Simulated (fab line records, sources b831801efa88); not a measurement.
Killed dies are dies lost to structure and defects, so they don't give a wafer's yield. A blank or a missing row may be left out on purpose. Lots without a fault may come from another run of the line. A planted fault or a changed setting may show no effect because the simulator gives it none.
Which tool did it? | flow sfq_line | 15 lots, 43 wafers sampled, at 4 steps of a route of 325

WHAT THE GAUGES READ, wafer by wafer
SFQ_M8_RS_MEAS_949: measures by four-point-probe.
lot  | measured     | on            | M8_AU_RS (ohm/sq)
L689 | day 86 04:05 | film_metro-01 | 0.1548 0.1545 0.1538
L690 | day 86 06:29 | film_metro-01 | 0.1534 0.1543 0.1511
L691 | day 86 07:44 | film_metro-04 | 0.1506 0.1518 0.1514
L692 | day 86 11:17 | film_metro-03 | 0.1542 0.1517 0.1542
L693 | day 86 12:31 | film_metro-01 | 0.1552 0.1521 0.1545
L694 | day 86 17:25 | film_metro-03 | 0.1540 0.1523 0.1509
L698 | day 87 04:24 | film_metro-01 | 0.1564 0.1528 0.1560
L701 | day 87 19:04 | film_metro-03 | 0.1517 0.1537
L704 | day 91 18:10 | film_metro-03 | 0.1526 0.1524
L706 | day 92 01:32 | film_metro-04 | 0.1506 0.1506 0.1518
L707 | day 92 03:52 | film_metro-03 | 0.1541 0.1518 0.1536
L709 | day 94 17:13 | film_metro-03 | 0.1512 0.1520 0.1514
L710 | day 94 19:37 | film_metro-01 | 0.1520 0.1502 0.1516
L711 | day 94 23:12 | film_metro-04 | 0.1501 0.1526 0.1537
L712 | day 95 00:24 | film_metro-04 | 0.1527 0.1543 0.1511

WHICH TOOL RAN EACH LOT (tool, then ch and the chambers of the sampled wafers, then the start)
lot  | SFQ_TRILAYER_I6_DEP_PECVD_165   | SFQ_TRILAYER_I7_CMP_CMP_184   | SFQ_TRILAYER_I7_VIA_LITHO_PEB_190
L689 | pecvd-01 ch 1,2, day 72 08:40   | cmp-02 ch 1,2,3, day 81 08:44 | litho_track-01 ch 0, day 81 14:08
L690 | pecvd-02 ch 0,1,2, day 74 18:34 | cmp-01 ch 0,1,2, day 81 10:41 | litho_track-02 ch 0, day 81 16:27
L691 | pecvd-03 ch 0,1, day 74 20:58   | cmp-02 ch 1,3, day 81 11:20   | litho_track-04 ch 0, day 81 17:42
L692 | pecvd-02 ch 1,2, day 75 04:17   | cmp-01 ch 0,2,3, day 81 13:44 | litho_track-01 ch 0, day 81 20:01
L693 | pecvd-03 ch 1,2, day 75 05:29   | cmp-02 ch 0,1,2, day 81 18:20 | litho_track-02 ch 0, day 81 23:38
L694 | pecvd-01 ch 0,1,2, day 75 07:28 | cmp-01 ch 1,2,3, day 81 18:32 | litho_track-04 ch 0, day 82 02:01
L698 | pecvd-01 ch 0,1, day 77 01:36   | cmp-01 ch 0,1,3, day 82 05:40 | litho_track-02 ch 0, day 86 23:34
L701 | pecvd-03 ch 0,2, day 78 07:13   | cmp-01 ch 0,3, day 83 01:35   | litho_track-02 ch 0, day 87 14:02
L704 | pecvd-01 ch 0,2, day 78 10:46   | cmp-01 ch 3, day 83 14:41     | litho_track-02 ch 0, day 88 07:53
L706 | pecvd-01 ch 0,1,2, day 78 13:13 | cmp-01 ch 1,2,3, day 83 23:49 | litho_track-01 ch 0, day 88 13:56
L707 | pecvd-03 ch 0,2, day 78 14:22   | cmp-02 ch 0,2, day 84 01:13   | litho_track-01 ch 0, day 88 16:16
L709 | pecvd-02 ch 0,2, day 82 20:59   | cmp-01 ch 0,2,3, day 87 18:05 | litho_track-02 ch 0, day 91 07:30
L710 | pecvd-03 ch 0,1, day 83 00:11   | cmp-02 ch 0,2, day 87 21:44   | litho_track-01 ch 0, day 91 11:06
L711 | pecvd-03 ch 0,1,2, day 83 04:18 | cmp-02 ch 0,2,3, day 88 02:02 | litho_track-02 ch 0, day 91 14:41
L712 | pecvd-02 ch 0,2, day 83 07:22   | cmp-02 ch 0,1,3, day 88 07:22 | litho_track-04 ch 0, day 91 18:17
- SFQ_TRILAYER_I6_DEP_PECVD_165: deposits SiO2 from SiH4/N2O, time 111.11 s, target thk 500 nm.
- SFQ_TRILAYER_I7_CMP_CMP_184: polishes SiO2.
- SFQ_TRILAYER_I7_VIA_LITHO_PEB_190: peb time 60 s.

WHAT THE TOOLS THEMSELVES READ (means of the sampled wafers that have a number; where no wafer has one, the mark that the record gives instead)
SFQ_TRILAYER_I6_DEP_PECVD_165.
lot  | tool     | heater_power_w (W) | throttle_valve_pct (%)
L689 | pecvd-01 | 64                 | 22.7
L690 | pecvd-02 | 93                 | 25.5
L691 | pecvd-03 | 103                | 24.7
L692 | pecvd-02 | 99                 | 25.6
L693 | pecvd-03 | 88                 | 25.3
L694 | pecvd-01 | 76                 | 22.4
L698 | pecvd-01 | 82                 | 22.5
L701 | pecvd-03 | 84                 | 24.5
L704 | pecvd-01 | 82                 | 22.4
L706 | pecvd-01 | 78                 | 22.8
L707 | pecvd-03 | 92                 | 24.1
L709 | pecvd-02 | 103                | 25.3
L710 | pecvd-03 | 100                | 24.2
L711 | pecvd-03 | 92                 | 25.1
L712 | pecvd-02 | 97                 | 26.4

SFQ_TRILAYER_I7_CMP_CMP_184.
lot  | tool   | motor_current_A (A) | time_to_endpoint_s (s)
L689 | cmp-02 | 9.7                 | 205
L690 | cmp-01 | 10.5                | 209
L691 | cmp-02 | 9.6                 | 212
L692 | cmp-01 | 10.1                | 205
L693 | cmp-02 | 10.1                | 202
L694 | cmp-01 | 9.8                 | 200
L698 | cmp-01 | 9.9                 | 217
L701 | cmp-01 | 10.1                | 213
L704 | cmp-01 | 9.8                 | 204
L706 | cmp-01 | 9.8                 | 215
L707 | cmp-02 | 9.9                 | 203
L709 | cmp-01 | 10.3                | 212
L710 | cmp-02 | 9.4                 | 203
L711 | cmp-02 | 10.3                | 195
L712 | cmp-02 | 10.2                | 199

SFQ_TRILAYER_I7_VIA_LITHO_PEB_190.
lot  | tool           | exhaust_pa (Pa) | heater_power_total_W (W) | resist_line_temp_C (C)
L689 | litho_track-01 | 45.7            | 79.11                    | 23.01
L690 | litho_track-02 | 44.5            | 79.19                    | 22.99
L691 | litho_track-04 | 45.5            | 79.17                    | 23.19
L692 | litho_track-01 | 45.2            | 79.18                    | 23.07
L693 | litho_track-02 | 45.5            | 79.15                    | 22.94
L694 | litho_track-04 | 44.6            | 79.17                    | 23.08
L698 | litho_track-02 | 44.5            | 84.46                    | 22.95
L701 | litho_track-02 | 45.4            | 83.09                    | 22.80
L704 | litho_track-02 | 45.6            | 87.10                    | 23.00
L706 | litho_track-01 | 45.6            | 79.20                    | 23.05
L707 | litho_track-01 | 44.6            | 79.08                    | 22.97
L709 | litho_track-02 | 45.3            | 79.15                    | 22.94
L710 | litho_track-01 | 44.6            | 79.14                    | 22.92
L711 | litho_track-02 | 44.5            | 79.18                    | 23.02
L712 | litho_track-04 | 44.0            | 79.15                    | 22.86

THE ANSWER, worked out from the rows above alone
Rule: what is usual is taken from the lots themselves. Put in order of their means at a reading, lots are off if they are a third of the lots or fewer, leave a main group of 4 or more, and stand apart from it by a gap of 3 or more times the standard deviation of the main group's means; of several such gaps the widest counts. A main group whose means are all the same, to the digits that the tables above print for the reading, isn't used. A lot without any number at a reading at which 4 lots or more have one is off too. The other lots that the step has rows for count as sound. The gauges are gone through in route order, then the tools' own readings, and for those a lot's mean is taken as printed above. The first step at which some lot is off is used, and at that step the reading that is off furthest; a lot without a number counts as furthest.
Off: L698, L701, L704, at SFQ_TRILAYER_I7_VIA_LITHO_PEB_190 (heater_power_total_W). The main group: mean 79.16 W, standard deviation 0.033.
A tool fits if, at that step or a process step before it, it ran every lot that is off, and no sound lot after the first of them. None of those tried fits.

WHAT THE SIMULATOR HAD PUT IN
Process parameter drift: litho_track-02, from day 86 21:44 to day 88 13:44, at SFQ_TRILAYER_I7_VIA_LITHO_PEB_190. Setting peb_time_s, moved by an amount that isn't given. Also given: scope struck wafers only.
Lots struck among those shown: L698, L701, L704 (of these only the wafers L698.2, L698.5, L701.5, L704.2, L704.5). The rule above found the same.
